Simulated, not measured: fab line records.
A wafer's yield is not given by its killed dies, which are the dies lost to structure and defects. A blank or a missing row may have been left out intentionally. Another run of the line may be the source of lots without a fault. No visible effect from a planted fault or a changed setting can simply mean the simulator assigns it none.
The tool behind it: which one? -- flow sky130 -- Sampling: 6 lots, 18 wafers, 2 of 708 route steps

## WHAT THE GAUGES SHOWED, per wafer
SKY_SD_P_CD_MEAS_07 targets a cd of 380 nm.
lot,measured,on,cd nm (nm)
L780,day 27 16:43,cd sem-02,384.0 383.2 383.4
L785,day 29 13:21,cd sem-01,379.5 379.4 381.5
L788,day 30 10:19,cd sem-02,378.2 378.3 379.3
L790,day 31 03:06,cd sem-02,375.3 378.7 377.6
L793,day 31 21:52,cd sem-01,382.3 385.2 381.9
L796,day 32 21:04,cd sem-02,382.4 383.3 381.1

## EACH LOT AND THE TOOL THAT RAN IT (in order: tool; ch and the chambers of the sampled wafers; start)
lot,SKY_SD_P_EXPOSE_04
L780,"iline stepper-02 ch 0, day 27 02:40"
L785,"iline stepper-01 ch 0, day 28 23:35"
L788,"iline stepper-01 ch 0, day 29 20:31"
L790,"iline stepper-01 ch 0, day 30 14:00"
L793,"iline stepper-02 ch 0, day 31 09:10"
L796,"iline stepper-02 ch 0, day 32 08:14"
- SKY_SD_P_EXPOSE_04: exposes mask PSDM, target cd 380 nm.

## THE ANSWER, worked out from the rows above alone
Rule: the lots themselves supply what counts as usual. The widest of any qualifying gaps counts: lots, ordered by their means at a reading, are off when they make up no more than a third of the lots, leave a main group of 4 or more, and stand apart from it by 3 or more times the standard deviation of that group's means. A main group whose means are all the same, to the digits that the tables above print for the reading, isn't used. A lot without any number at a reading at which 4 lots or more have one is off too. Where the step has rows for the other lots, those lots are counted as sound.
Nothing can be told from this: no lot is off at any reading shown.

## WHAT HAD BEEN PUT IN BY THE SIMULATOR
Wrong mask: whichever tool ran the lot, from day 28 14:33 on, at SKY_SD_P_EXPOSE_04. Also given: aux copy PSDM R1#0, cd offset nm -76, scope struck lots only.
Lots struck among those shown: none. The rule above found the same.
